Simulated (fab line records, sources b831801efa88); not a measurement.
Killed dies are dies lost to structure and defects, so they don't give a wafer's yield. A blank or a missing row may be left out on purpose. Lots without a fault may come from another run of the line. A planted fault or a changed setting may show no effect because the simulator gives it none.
A struck lot beside a sound one | flow sky130 | 14 steps out of a route of 708
Sound: wafers L896.1, L896.4, L896.5. Struck: wafers L905.2, L905.5, L905.6. The cause comes at the end.
At each step with rows: each side's tool, then ch and its chambers, then its first start. Under that, the readings that differ: sound wafers | struck wafers | difference of the means | sigmas: that difference in standard deviations of wafers without a fault.
alike: readings whose means differ by less than 2 such deviations, and words and numbers that are the same on both sides. not compared: withheld readings, readings that some wafer has no value for, bounds like >300 that may hide the same value, and numbers for which the record gives no deviation and whose values overlap.
The two part at a step that has a row with sigmas, a row that says differs or no value, or rows on one side only. Numbers that don't overlap but have no deviation are shown without sigmas and don't part them. A reading that every wafer of one side lacks parts them only if that side has two wafers or more.

first, 7 steps without rows for these wafers: SKY_NWELL_DEHYDRATE_16 (time 60 s); SKY_NWELL_HMDS_17 (prime time 60 s); SKY_NWELL_COAT_18 (resist thk 3000 nm); SKY_NWELL_SOFTBAKE_19; SKY_NWELL_EXPOSE_20 (exposes mask NWM COMPLEMENT, target cd 840 nm); SKY_NWELL_PEB_21; SKY_NWELL_DEVELOP_22 (develop time 60 s).
SKY_NWELL_OVL_MEAS_23:
  sound on overlay-01, day 7 23:28; struck on overlay-02, day 10 05:01
  alike: NWELL_01_OVL
then, 1 step without rows for these wafers: SKY_NWELL_IMPLANT_24.
SKY_NWELL_STRIP_25: strips in O2/N2.
  sound on plasma_asher-03 ch 0,1, day 7 23:39; struck on plasma_asher-01 ch 0,1, day 10 05:11
  reading                      | sound             | struck            | difference | sigmas
  strip_time_to_endpoint_s (s) | 37.01 37.09 37.06 | 36.68 36.74 36.89 | -0.28      | -3
  alike: drypump_motor_current_A, oes_product_au
  not compared: rf_hours_counter_h
SKY_NWELL_TW_MEAS_26:
  sound on film_metro-04, day 7 23:45; struck on film_metro-01, day 10 05:18
  reading    | sound       | struck      | difference | sigmas
  NWELL_2_TW | 490 489 489 | 497 495 495 | +6         | +2
then, 1 step without rows for these wafers: SKY_NWELL_CLEAN_27 (cleans in SC1/SC2, time 150 s).
SKY_NWELL_RTA_28: time 30 s.
  sound on rtp_anneal-01 ch 0, day 7 23:52; struck on rtp_anneal-01, day 10 05:25
  no value came back on the struck wafers for any of 5 readings (anneal_temp_c_max, chamber_o2_ppm and others); on the sound wafers anneal_temp_c_max reads 1053.4 1052.3 1052.7
SKY_NWELL_RS_MEAS_29: measures by four-point-probe.
  sound on film_metro-02, day 7 23:58; struck on film_metro-01, day 10 05:31
  reading           | sound             | struck            | difference | sigmas
  NWELL_RS (ohm/sq) | 624.0 624.5 623.6 | 132.7 132.6 132.9 | -491.3     | -99 or more

WHERE THEY PART
First at SKY_NWELL_STRIP_25; last, within this record, at SKY_NWELL_RS_MEAS_29.

WHY: what the simulator had put in
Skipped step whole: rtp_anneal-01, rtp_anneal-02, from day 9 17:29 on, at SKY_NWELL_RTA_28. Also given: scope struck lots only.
